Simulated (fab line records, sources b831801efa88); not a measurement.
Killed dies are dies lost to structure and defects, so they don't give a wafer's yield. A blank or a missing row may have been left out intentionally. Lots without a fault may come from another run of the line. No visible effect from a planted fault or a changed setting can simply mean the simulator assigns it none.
Comparing a struck lot with a sound one | flow gf180mcu | 17 out of 602 route steps
Sound: these wafers, L580.3, L580.5, L580.6. Wafers L588.1, L588.3, L588.5 were the ones struck. The cause is named last.
Per side, at each step with rows, come the tool, then ch with its chambers, and then its first start. Under that, the readings that differ: sound wafers | struck wafers | difference of the means | sigmas: that difference in standard deviations of wafers without a fault.
alike: a reading whose means differ by less than 2 such deviations, as well as words and numbers matching on both sides. not compared: withheld readings; readings where some wafer has no value; bounds like >300 that might hide an equal value; numbers whose values overlap and for which the record gives no deviation.
Wherever a step has rows on one side only, a row that says differs or no value, or a row with sigmas, the two part there. Numbers that have no deviation but don't overlap get no sigmas and don't part them. A reading that every wafer of one side lacks parts them only if that side has two wafers or more.

first, 1 step without rows for these wafers: GF_STI_OXIDATION_01 (stabilise 600 s, purge 300 s, target thk 10 nm).
GF_STI_THK_MEAS_02:
  sound on film-metro-01, day 1 17:03; struck on film-metro-02, day 3 09:26
  alike: STI_OXIDATION_THK
then, 1 step without rows for these wafers: GF_STI_CVD_03 (deposits Si3N4 from DCS/NH3, target thk 207.16 nm, time 3551 s).
GF_STI_THK_MEAS_04:
  sound on film-metro-01, day 1 19:06; struck on film-metro-01, day 3 11:29
  reading             | sound             | struck            | difference | sigmas
  STI_CVD_03_THK (nm) | 209.0 208.8 208.3 | 204.1 205.4 204.2 | -4.1       | -2
then, 7 steps without rows for these wafers: GF_STI_DEHYDRATE_05 (time 60 s); GF_STI_HMDS_06 (prime time 60 s); GF_STI_COAT_07 (resist thk 700 nm); GF_STI_SOFTBAKE_08 (time 60 s); GF_STI_EXPOSE_09 (exposes mask COMP, target cd 220 nm); GF_STI_PEB_10 (peb time 90 s); GF_STI_DEVELOP_11 (develop time 60 s).
GF_STI_CD_MEAS_12: the cd target is 220 nm.
  sound on cd-sem-02, day 2 06:37; struck on cd-sem-02, day 4 01:04
  alike: cd-nm
GF_STI_ETCH_13: etches the open film in CHF3/O2, stops on Si, target depth 282.31 nm, time 112.9 s.
  sound on rie-diel-04 ch 0,3, day 2 06:42; struck on rie-diel-01 ch 2,3, day 4 01:11
  reading                              | sound             | struck            | difference | sigmas
  oes-product-au (a.u.)                | 0.833 0.832 0.843 | 0.795 0.797 0.790 | -0.042     | -7
  run-length-s (s)                     | 140.9 141.3 140.4 | 149.0 149.9 149.4 | +8.6       | +20
  model.KrF_of_STI_COAT_07.thk-nm (nm) | 441.5 443 442.7   | 425.4 426.6 425.9 | -16.4      |
  alike: drypump-motor-current-A, throttle-valve-pct
  not compared: rf-hours-counter-h
GF_STI_ETCH_14: etches Si in HBr/Cl2/O2, target depth 360 nm, time 102.9 s.
  sound on rie-si-02 ch 0,1,2, day 2 06:47; struck on rie-si-02 ch 0,2, day 4 01:16
  reading                              | sound             | struck            | difference | sigmas
  model.KrF_of_STI_COAT_07.thk-nm (nm) | 322.2 325.7 323.8 | 304.3 306.7 304.2 | -18.8      |
  alike: drypump-motor-current-A, oes-product-au, run-length-s, throttle-valve-pct
  not compared: rf-hours-counter-h
GF_STI_STRIP_15: strips in O2/N2.
  sound on plasma-asher-03 ch 0,1, day 2 06:53; struck on plasma-asher-03 ch 0,1, day 4 01:20
  reading                      | sound             | struck            | difference | sigmas
  oes-product-au (a.u.)        | 0.385 0.387 0.391 | 0.372 0.371 0.376 | -0.015     | -3
  strip-time-to-endpoint-s (s) | 3.77 3.79 3.78    | 3.57 3.60 3.57    | -0.20      | -5
  alike: drypump-motor-current-A, heater-power-w
  not compared: rf-hours-counter-h
then, 1 step without rows for these wafers: GF_STI_CLEAN_16 (cleans in dHF, time 25 s).
-- the record jumps here: 28 days lie between the struck wafers' starts before and after (it left off in module STI and takes up again in module PASSIVATION, whose first step shown is number 602 of the route) --
GF_PASSIVATION_PROBE_99:
  record: rows for the struck wafers here (prober-01, day 31 15:16), none for the sound ones

## WHERE THEY PART
At GF_STI_THK_MEAS_04 first; at GF_PASSIVATION_PROBE_99 last (within this record only).

WHY: what had been put in by the simulator
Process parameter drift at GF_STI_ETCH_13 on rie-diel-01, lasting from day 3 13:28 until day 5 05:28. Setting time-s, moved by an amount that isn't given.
